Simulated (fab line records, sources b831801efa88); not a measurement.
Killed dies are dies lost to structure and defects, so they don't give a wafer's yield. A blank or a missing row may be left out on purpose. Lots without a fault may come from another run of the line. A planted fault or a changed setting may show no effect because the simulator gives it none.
Problem report in the 8D (eight disciplines) form, filled by code | flow sky130 | the parts of the form that need people (team, actions taken, sign-off) are left out

1. THE PROBLEM
overpolish_run_s at SKY_VIA4_CMP_21 reads a mean of 0.036 s on 1 wafer of 1 lot; wafers without a fault read 25.000 s with a standard deviation of 0.0085. That is -99 or more standard deviations from the usual mean.
The step: polishes, stops on SiO2, t overpolish 25 s, target thk 0 nm.
First seen on wafer L127.3, day 44 12:59, on cmp-02. The record holds 38 wafers of 13 lots with a number at this step. Rule for "out", or "out of limits": more than 4 standard deviations from the usual mean. The other wafers with a number count as sound.

2. WHAT IT IS AND WHAT IT IS NOT
question                    | is                                   | is not
which readings at this step | overpolish_run_s, time_to_endpoint_s | motor_current_A
which lots                  | L127                                 | L120, L121, L134, L135, L136, L137, L138, L139, L140, L141, L142, L143
which wafers of those lots  | L127.3                               | L127.4
read on which tools         | cmp-02                               | cmp-01
when                        | from day 44 12:59                    | up to then (7 sound wafers); but 30 sound wafers of L134, L135, L136, L137, L138, L139, L140, L141, L142, L143 came after

3. SUSPECTS, AND WHAT RULES EACH OUT
Counting: a tool at a process step up to the reading stays a suspect if it ran every lot that is out. Sound lots after the first of them don't rule it out here, since some wafers of a struck lot are sound.
- pecvd-01 at SKY_CAP2M_CVD_00 (deposits SiO2, target thk 15.5 nm): kept. It ran the lot that is out, L127 (day 41 15:22).
- pvd_sputter-04 at SKY_CAP2M_SPUTTER_02 (material TiN, target thk 200 nm, time 166.7 s): kept. It ran the lot that is out, L127 (day 41 15:26); its last sound lot up to then is L120 (day 38 23:50).
- cmp-02 at SKY_VIA4_CMP_21 (polishes, stops on SiO2, t overpolish 25 s, target thk 0 nm): kept. It ran the lot that is out, L127 (day 44 12:59); its last sound lot up to then is L121 (day 42 16:22). Its own readings are out on those wafers: overpolish_run_s, time_to_endpoint_s.
- Within pecvd-01 at SKY_CAP2M_CVD_00: the wafers that are out ran in chamber 2; their sound lot-mates ran in chamber 1.
- Within cmp-02 at SKY_VIA4_CMP_21: the wafers that are out ran in chamber 1; their sound lot-mates ran in chamber 3.
Left after counting: pecvd-01 at SKY_CAP2M_CVD_00, pvd_sputter-04 at SKY_CAP2M_SPUTTER_02, cmp-02 at SKY_VIA4_CMP_21.

4. THE CAUSE (what the simulator had put in)
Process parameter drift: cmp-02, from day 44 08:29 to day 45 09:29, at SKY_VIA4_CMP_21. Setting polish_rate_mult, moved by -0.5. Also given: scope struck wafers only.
Counting left 3 suspects, and this tool is among them.

5. THE CHAIN OF EFFECTS, in route order
Each row: a reading whose mean over the struck wafers that have a number lies more than 3 standard deviations from the usual. Only readings for which the record gives a usual standard deviation are gone through. hours: the time from each lot's start at the first step in this table that gives one to its start at this step, as a median over the lots. sigmas: the change in usual standard deviations.
hours | step            | reading            | usual    | on struck wafers | change  | sigmas
0     | SKY_VIA4_CMP_21 | overpolish_run_s   | 25.000 s | 0.036            | -24.964 | -99 or more
0     | SKY_VIA4_CMP_21 | time_to_endpoint_s | 122 s    | 191              | +69     | +14
The process steps in it:
- SKY_VIA4_CMP_21: polishes, stops on SiO2, t overpolish 25 s, target thk 0 nm.

6. WHAT WOULD HAVE CAUGHT IT SOONER
In this record the first reading out of limits was taken at day 44 12:59, 4 hours after the fault began at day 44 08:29.
